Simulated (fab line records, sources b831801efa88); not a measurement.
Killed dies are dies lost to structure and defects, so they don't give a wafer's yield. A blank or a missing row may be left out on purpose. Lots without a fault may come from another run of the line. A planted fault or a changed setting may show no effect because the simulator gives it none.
fab line records | flow sky130
record lots=12 wafers=36 last_day=50
route steps=708 shown VIA3@588 CAP2M@615 PAD_OPEN@702
lots that met no fault: from a run of the same line without faults
start_h: hours from the record's first day to the start of the lot's first wafer shown | wait_h: hours since the lot's step before | " the same as in the row above | L1.1+2: a row that stands for several wafers | - no value, or no start given | * or withheld: withheld | < > ~ a bound
route shown NAME@n: a module of which the file shows steps, and the number in the route of the first | usual: mean/standard deviation of fault-free wafers | same: alike in all rows | chamber/n: place in a boat | sites: the reading at each site | _std_site: their standard deviation | _edge_site: outer sites' mean less inner sites' | radius_mm: how far each site lies from the wafer's centre | mask NAME#n: copy n | behind: the tool/chamber that last shaped the wafer | hold: why the lot was held/for how many hours/how that ended | device: the transistor (n, p or np) that didn't switch | end of line: the same wafers' tests at the end of the route | a step without rows: its recipe alone | killed: dies lost to structure and defects at the first sort, not the wafer's yield | map: a wafer's dies, x killed, . not, _ none there
set.NAME: the setting as run; set.NAME@STEP: as run at that earlier step | model.NAME: the simulator's own value behind a step, which no gauge read
steps of the route over a sample of lots; a table a step, a row a wafer
services: from which hour (start_h, from the record's first day; less than 0 if before it) a tool's chamber was out of use, for how many hours, and why
## steps
# step SKY_VIA3_ETCH_15
# recipe target=SiO2 chemistry=C4F8/O2/Ar target_depth_nm=507 stop_on=TiN mask_material=KrF-thick source_w=1500 bias_w=1200 pressure_mtorr=40 c4f8_flow_sccm=withheld O2_flow_sccm=6 Ar_flow_sccm=300 time_s=78
# usual oes_product_au=0.946/0.005
# columns lot.wafer tool chamber start_h wait_h oes_product_au rf_hours_counter_h
L489.3 rie_diel-03 3 927.33 0.0 0.945 24
L489.5 " 1 " " 0.938 -
L489.6 " 2 " " 0.946 -
L493.3 rie_diel-03 1 966.54 0.0 0.941 13
L493.5 " 2 " " 0.939 -
L493.6 " 0 " " 0.944 -
L494.2 rie_diel-03 2 968.71 0.0 0.946 11
L494.4 " 1 " " 0.945 -
L494.6 " 0 " " 0.943 -
L495.3 rie_diel-03 0 976.02 0.0 0.945 19
L495.4 " 1 " " 0.947 -
L495.6 " 0 " " 0.944 -
L496.2 rie_diel-03 2 983.17 0.0 0.942 11
L496.3 " 0 " " 0.928 19
L496.6 " 1 " " 0.951 -
L499.2 rie_diel-04 3 1003.67 0.0 0.948 16
L499.4 " 1 " " 0.949 19
L499.5 " 3 " " 0.946 -
L498.1 rie_diel-01 1 1003.82 0.0 0.950 6
L498.2 " 2 " " 0.940 11
L498.4 " 3 " " 0.946 17
L501.4 rie_diel-04 3 1023.24 0.0 0.944 16
L501.5 " 1 " " 0.946 -
L501.6 " 0 " " 0.949 -
L502.2 rie_diel-04 3 1030.07 0.0 0.952 17
L502.4 " 1 " " 0.951 20
L502.6 " 1 " " 0.960 -
L503.2 rie_diel-03 1 1040.97 0.0 0.950 15
L503.3 " 3 " " 0.945 2
L503.5 " 1 " " 0.943 -
L506.1 rie_diel-01 0 1044.79 0.0 0.947 25
L506.3 " 3 " " 0.935 19
L506.4 " 2 " " 0.946 13
L512.1 rie_diel-03 2 1079.99 0.0 0.956 14
L512.4 " 1 " " 0.951 16
L512.6 " 1 " " 0.942 -
# step SKY_VIA3_THK_MEAS_23
# recipe thk_meas_gauge=xrf reads=W_of_VIA3_CVD_21
# usual VIA3_W_THK=368/7
# columns lot.wafer tool chamber start_h wait_h VIA3_W_THK[nm]
L489.3 film_metro-01 - 928.32 0.1 362
L489.5 " - " " 362
L489.6 " - " " 366
L493.3 film_metro-01 - 967.52 0.1 364
L493.5 " - " " 364
L493.6 " - " " 357
L494.2 film_metro-03 - 969.72 0.1 364
L494.4 " - " " 371
L494.6 " - " " 372
L495.3 film_metro-01 - 977.00 0.1 363
L495.4 " - " " 360
L495.6 " - " " 364
L496.2 film_metro-03 - 984.14 0.1 374
L496.3 " - " " 374
L496.6 " - " " 374
L499.2 film_metro-03 - 1004.68 0.1 379
L499.4 " - " " 371
L499.5 " - " " 370
L498.1 film_metro-01 - 1005.12 0.1 357
L498.2 " - " " 354
L498.4 " - " " 353
L501.4 film_metro-03 - 1024.23 0.1 377
L501.5 " - " " 382
L501.6 " - " " 376
L502.2 film_metro-01 - 1031.08 0.1 362
L502.4 " - " " 362
L502.6 " - " " 366
L503.2 film_metro-03 - 1041.97 0.1 378
L503.3 " - " " 378
L503.5 " - " " 378
L506.1 film_metro-04 - 1045.79 0.1 370
L506.3 " - " " 371
L506.4 " - " " 365
L512.1 film_metro-01 - 1080.95 0.1 361
L512.4 " - " " 356
L512.6 " - " " 357
# step SKY_CAP2M_OVL_MEAS_12
# usual CAP2M_OVL=-0.9/1.5
# columns lot.wafer tool chamber start_h wait_h CAP2M_OVL[nm]
L489.3 overlay-02 - 953.38 0.1 1.9
L489.5 " - " " 1.1
L489.6 " - " " 0.6
L493.3 overlay-01 - 991.59 0.1 -1.1
L493.5 " - " " -1.1
L493.6 " - " " -0.8
L494.2 overlay-02 - 994.33 0.1 -0.1
L494.4 " - " " 0.5
L494.6 " - " " -0.8
L495.3 overlay-02 - 1000.98 0.1 -0.3
L495.4 " - " " -1.0
L495.6 " - " " 0.0
L496.2 overlay-01 - 1008.58 0.1 -2.3
L496.3 " - " " -2.4
L496.6 " - " " -2.4
L499.2 overlay-01 - 1028.37 0.1 -1.8
L499.4 " - " " -0.9
L499.5 " - " " -1.7
L498.1 overlay-01 - 1028.66 0.1 -2.6
L498.2 " - " " -4.2
L498.4 " - " " -2.6
L501.4 overlay-01 - 1047.14 0.1 -0.5
L501.5 " - " " 0.7
L501.6 " - " " -0.8
L502.2 overlay-02 - 1053.43 0.1 2.1
L502.4 " - " " 0.4
L502.6 " - " " 1.5
L503.2 overlay-01 - 1063.63 0.1 -3.1
L503.3 " - " " -2.7
L503.5 " - " " -1.5
L506.1 overlay-01 - 1067.72 0.1 -0.2
L506.3 " - " " -0.9
L506.4 " - " " 1.8
L512.1 overlay-02 - 1103.91 0.1 0.0
L512.4 " - " " -1.7
L512.6 " - " " -1.6
# step SKY_PAD_OPEN_STRIP_08
# recipe chemistry=O2/N2 power_w=1400 pressure_mtorr=1500 platen_temp_c=withheld overash_fraction=0.7 o2_flow_sccm=3000 n2_flow_sccm=300
# usual drypump_motor_current_A=5.72/0.17 oes_product_au=0.663/0.0041 strip_time_to_endpoint_s=37.05/0.1
# columns lot.wafer tool chamber start_h wait_h drypump_motor_current_A oes_product_au rf_hours_counter_h strip_time_to_endpoint_s
L489.3 plasma_asher-02 1 1073.64 0.1 5.53 0.666 - 37.11
L489.5 " 0 " " 5.63 0.661 - 37.21
L489.6 " 1 " " 5.50 0.668 - 37.16
L493.3 plasma_asher-02 0 1104.89 0.1 5.67 0.663 - 37.14
L493.5 " 1 " " 5.50 0.667 - 37.13
L493.6 " 0 " " 5.67 0.664 - 37.14
L494.2 plasma_asher-04 0 1108.87 0.1 5.80 0.664 69 37.12
L494.4 " 0 " " 5.80 0.662 - 37.21
L494.6 " 0 " " 5.81 0.673 - 37.05
L495.3 plasma_asher-02 0 1111.99 0.1 5.66 0.664 - 37.02
L495.4 " 1 " " 5.54 0.666 - 37.03
L495.6 " 0 " " 5.63 0.666 - 37.01
L496.2 plasma_asher-01 1 1121.27 0.1 5.60 0.664 5 37.02
L496.3 " 1 " " 5.62 0.664 - 37.04
L496.6 " 0 " " 6.09 0.668 - 37.11
L499.2 plasma_asher-04 1 1136.00 0.1 5.77 0.660 71 36.95
L499.4 " 1 " " 5.76 0.657 - 36.94
L499.5 " 0 " " 5.79 0.659 - 37.01
L498.1 plasma_asher-02 0 1137.77 0.1 5.63 0.664 39 36.89
L498.2 " 1 " " 5.50 0.659 39 36.72
L498.4 " 1 " " 5.51 0.659 - 36.74
L501.4 plasma_asher-02 1 1152.62 0.1 5.53 0.661 - 37.14
L501.5 " 1 " " 5.52 0.670 - 37.10
L501.6 " 0 " " 5.63 0.670 - 37.07
L502.2 plasma_asher-01 1 1158.87 0.1 5.59 0.665 9 37.03
L502.4 " 0 " " 6.08 0.663 - 37.07
L502.6 " 0 " " 6.08 0.658 - 36.93
L503.2 plasma_asher-02 0 1167.18 0.1 5.64 0.661 42 37.16
L503.3 " 0 " " 5.65 0.661 - 36.91
L503.5 " 0 " " 5.63 0.664 - 36.99
L506.1 plasma_asher-01 0 1169.40 0.1 6.09 0.666 10 36.82
L506.3 " 0 " " 6.09 0.663 - 36.94
L506.4 " 1 " " 5.60 0.667 - 36.99
L512.1 plasma_asher-04 1 1197.52 0.1 5.80 0.659 77 37.11
L512.4 " 1 " " 5.80 0.664 - 37.14
L512.6 " 0 " " 5.80 0.664 - 36.91
# step SKY_PAD_OPEN_PROBE_99
# usual defect_limited_yield=82.6/2 killed_at_M0_to_M3=43/7.6 killed_at_M4_up=2.9/1.9 killed_at_contacts=24/5 killed_at_front_end=15/4.3 killed_at_other=0.3/0.54 killed_dies=85/10 killed_open=47/7 killed_short=38/6.4 sort_bin_3_pad_short=0.8/0.4 sort_bin_5_function=10.3/1.6 sort_bin_6_memory=6.2/1.1 sort_n_pass=407/10 sort_yield_pct=82.6/2
# same gross_dies=492 killed_at_back_side=0 sort_bin_4_leakage[%]=0 sort_bin_8_speed[%]=0
# columns lot.wafer tool chamber start_h wait_h defect_limited_yield[%] killed_at_M0_to_M3 killed_at_M4_up killed_at_contacts killed_at_front_end killed_at_other killed_dies killed_open killed_short sort_bin_3_pad_short[%] sort_bin_5_function[%] sort_bin_6_memory[%] sort_n_pass sort_yield_pct[%]
L496.2 prober-01 - 1124.46 0.1 85.4 48 5 11 8 0 72 33 39 0.8 9.6 4.3 420 85.4
L496.3 prober-01 - 1124.51 0.2 86.0 42 2 15 10 0 69 38 31 0.6 7.9 5.5 423 86.0
L496.6 prober-01 - 1124.66 0.2 83.1 41 4 26 12 0 83 51 32 1.0 8.3 7.5 409 83.1
L502.2 prober-01 - 1161.13 0.1 80.5 48 2 27 18 1 96 57 39 0.8 11.6 7.1 396 80.5
L502.6 prober-01 - 1161.33 0.2 81.5 44 4 33 10 0 91 52 39 1.6 10.6 6.3 401 81.5
L512.1 prober-01 - 1199.73 0.1 83.9 48 2 19 10 0 79 41 38 1.6 9.3 5.1 413 83.9
L512.4 prober-01 - 1199.88 0.2 73.8 87 2 22 18 0 129 48 37 1.4 18.9 5.9 363 73.8
L512.6 prober-01 - 1199.98 0.2 72.8 100 2 17 14 1 134 48 32 3.3 17.1 6.9 358 72.8
# killed by level:class
L496.2 METAL1:geometric_particle:short=9 VIA2:geometric_particle:open=9 VIA1:geometric_particle:open=8 VIA1:geometric_particle:short=6 CONTACT:geometric_particle:open=5 VIA3:geometric_particle:short=4 VIA3:geometric_particle:open=4 METAL4:geometric_particle:short=4
L496.3 VIA1:geometric_particle:open=11 CONTACT:geometric_particle:open=6 VIA3:geometric_particle:open=5 VIA1:geometric_particle:short=5 VIA2:geometric_particle:open=4 METAL2:geometric_particle:short=4 LOCAL_INTERCONNECT:geometric_particle:short=4 METAL1:geometric_particle:short=4
L496.6 LI_CONTACT:geometric_particle:open=10 VIA1:geometric_particle:open=9 VIA2:geometric_particle:open=9 CONTACT:geometric_particle:open=7 METAL1:geometric_particle:short=5 VIA3:geometric_particle:open=5 FIELD_ISO:geometric_particle:short=4 LOCAL_INTERCONNECT:geometric_particle:short=4
L502.2 VIA1:geometric_particle:open=13 CONTACT:geometric_particle:open=12 LI_CONTACT:geometric_particle:open=7 VIA2:geometric_particle:open=7 VIA1:geometric_particle:short=6 VIA3:geometric_particle:open=6 FIELD_ISO:geometric_particle:short=5 POLY_GATE:geometric_particle:open=4
L502.6 VIA1:geometric_particle:open=15 CONTACT:geometric_particle:open=14 CONTACT:geometric_particle:short=10 VIA2:geometric_particle:open=7 FIELD_ISO:geometric_particle:open=6 VIA1:geometric_particle:short=6 VIA2:geometric_particle:short=4 LI_CONTACT:geometric_particle:open=4
L512.1 CONTACT:geometric_particle:open=11 METAL2:geometric_particle:short=8 VIA2:geometric_particle:open=8 VIA1:geometric_particle:open=7 VIA3:geometric_particle:open=5 VIA1:geometric_particle:short=5 VIA3:geometric_particle:short=4 POLY_GATE:geometric_particle:open=3
L512.4 VIA3:unspecified=44 LI_CONTACT:geometric_particle:open=13 METAL1:geometric_particle:short=7 VIA3:geometric_particle:open=7 FIELD_ISO:geometric_particle:short=6 CONTACT:geometric_particle:open=6 VIA1:geometric_particle:open=6 VIA2:geometric_particle:open=5
L512.6 VIA3:unspecified=54 VIA2:geometric_particle:open=11 VIA1:geometric_particle:open=9 CONTACT:geometric_particle:open=8 VIA1:geometric_particle:short=6 VIA3:geometric_particle:short=6 FIELD_ISO:geometric_particle:open=5 LI_CONTACT:geometric_particle:short=4
## services
# columns tool chamber start_h hours kind
rie_diel-03 3 906.55 18.1 repair
rie_diel-03 0 923.31 7.5 repair
rie_diel-01 1 930.33 10.4 repair
rie_diel-03 - 940.15 0.3 repair
rie_diel-03 2 944.49 10.2 repair
plasma_asher-01 - 963.39 1.2 repair
plasma_asher-01 - 971.42 11.7 repair
rie_diel-03 2 996.65 6.9 repair
plasma_asher-01 - 1005.52 0.3 repair
rie_diel-04 2 1014.35 3.0 repair
rie_diel-04 2 1031.03 4.7 repair
rie_diel-04 0 1045.78 10.8 repair
plasma_asher-01 - 1055.25 9.0 pm
plasma_asher-01 - 1061.47 0.3 repair
plasma_asher-01 - 1064.25 4.3 pm
rie_diel-04 3 1067.45 23.5 repair
rie_diel-03 0 1088.95 11.8 repair
rie_diel-04 3 1113.27 5.9 repair
rie_diel-04 0 1120.85 13.5 repair
rie_diel-04 3 1123.31 4.1 repair
rie_diel-03 3 1126.01 5.9 repair
rie_diel-04 0 1156.97 3.6 repair
plasma_asher-02 - 1158.49 3.6 repair
rie_diel-04 3 1168.65 2.0 repair
## key
first_sign step=SKY_PAD_OPEN_PROBE_99 reading=killed_at_M0_to_M3 direction=up sigmas=6.6 usual=43 struck=94
effect step=SKY_PAD_OPEN_PROBE_99 reading=sort_bin_5_function direction=up sigmas=4.9 usual=10.3 struck=18.0
met_at SKY_VIA3_ETCH_15
struck_lots L512
struck_wafers L512.4,L512.6
not_acting_at SKY_VIA3_THK_MEAS_23,SKY_CAP2M_OVL_MEAS_12,SKY_PAD_OPEN_STRIP_08
onset_between 1040.97 1079.99
fault kind=chamber_particle_source tool=rie_diel-03 chamber=1 onset_h=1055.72 steps=SKY_VIA3_ETCH_15 rate_per_visit_cm2=0.79996 end_h=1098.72
